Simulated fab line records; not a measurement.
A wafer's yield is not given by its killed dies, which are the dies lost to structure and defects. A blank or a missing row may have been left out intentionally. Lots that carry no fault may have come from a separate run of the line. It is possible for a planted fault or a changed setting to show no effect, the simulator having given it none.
8D (eight disciplines) problem report, filled in by code	flow sky130	the parts of the form that need people (team, actions taken, sign-off) are left out

1. THE ISSUE
Across 6 wafers from 2 lots, POLY_GATE_CVD_00_THK at SKY_POLY_GATE_THK_MEAS_01 averages 156.2 nm, while fault-free wafers read 179.4 nm with a standard deviation of 1.4. Measured from the usual mean, that is -17 standard deviations.
The first sign was on wafer L518.2 at day 21 21:32, on film metro-01. Wafers with a number at this step in the record: 36, from 12 lots. Rule for "out" (also "out of limits"): further than 4 standard deviations from the usual mean. The rest of the wafers with a number are treated as sound.

2. WHAT THIS IS AND IS NOT
question	is	is not
which readings at this step	POLY_GATE_CVD_00_THK	-
which lots	L518, L519	L496, L498, L499, L500, L501, L502, L503, L504, L505, L508
which wafers of those lots	all that have a number	-
read on which gauges	film metro-01, film metro-03	film metro-04
when	from day 21 21:32	up to then (30 sound wafers)

3. SUSPECTS, AND WHAT RULES EACH OUT
Counting: a tool at any process step up to the reading remains a suspect when it ran all the lots that are out and ran no sound lot after the first of those.
- the gauge at SKY_POLY_GATE_THK_MEAS_01 is ruled out. Those wafers that are out were read across 2 gauges (film metro-01, film metro-03).
- lpcvd-01 at SKY_POLY_GATE_CVD_00 (deposits poly-Si, target thk 180 nm, time 720 s): kept. Every lot that is out went through it, starting with L518 (day 21 20:20), and after that it ran no sound lot; the last sound lot it ran before then is L508 (day 18 12:59).
Left after counting: lpcvd-01 at SKY_POLY_GATE_CVD_00.

4. THE CAUSE (what the simulator had put in)
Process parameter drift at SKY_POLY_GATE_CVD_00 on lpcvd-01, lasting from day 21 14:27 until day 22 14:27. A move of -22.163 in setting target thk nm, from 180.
After counting, this tool was the only one left.

5. THE EFFECT CHAIN, in route order
One row per reading whose mean, taken over the struck wafers that have a number, lies over 3 standard deviations from the usual. Scope: only readings with a usual standard deviation given in the record; hours: median across lots of the time from each lot's start at the first step in this table that gives one to its start at this step; sigmas: change in usual standard deviations.
hours	step	reading	usual	on struck wafers	change	sigmas
0	SKY_POLY_GATE_THK_MEAS_01	POLY_GATE_CVD_00_THK	179.4 nm	156.2	-23.2	-17
63	SKY_POLY_GATE_ETCH_17	oes product au	0.984 a.u.	0.899	-0.085	-11
Process steps it contains:
- SKY_POLY_GATE_ETCH_17: etches poly-Si in HBr/Cl2, stops on SiO2, target depth 180 nm, time 70.5 s.
Later steps that measure or inspect, where all struck wafers having a row at the step show a number for every such reading and not one has moved that far: SKY_LI_CONTACT_THK_MEAS_23, SKY_METAL1_RS_MEAS_05, SKY_METAL1_THK_MEAS_06.

6. HOW IT WOULD HAVE BEEN CAUGHT EARLIER
7 hours passed between the start of the fault at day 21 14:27 and the first reading out of limits at a measuring or inspecting step in this record, taken at day 21 21:32.
Of the lots that are out (2), L519 began SKY_POLY_GATE_CVD_00 on lpcvd-01 after day 21 21:32. A tool hold placed at that time would have kept it from harm.
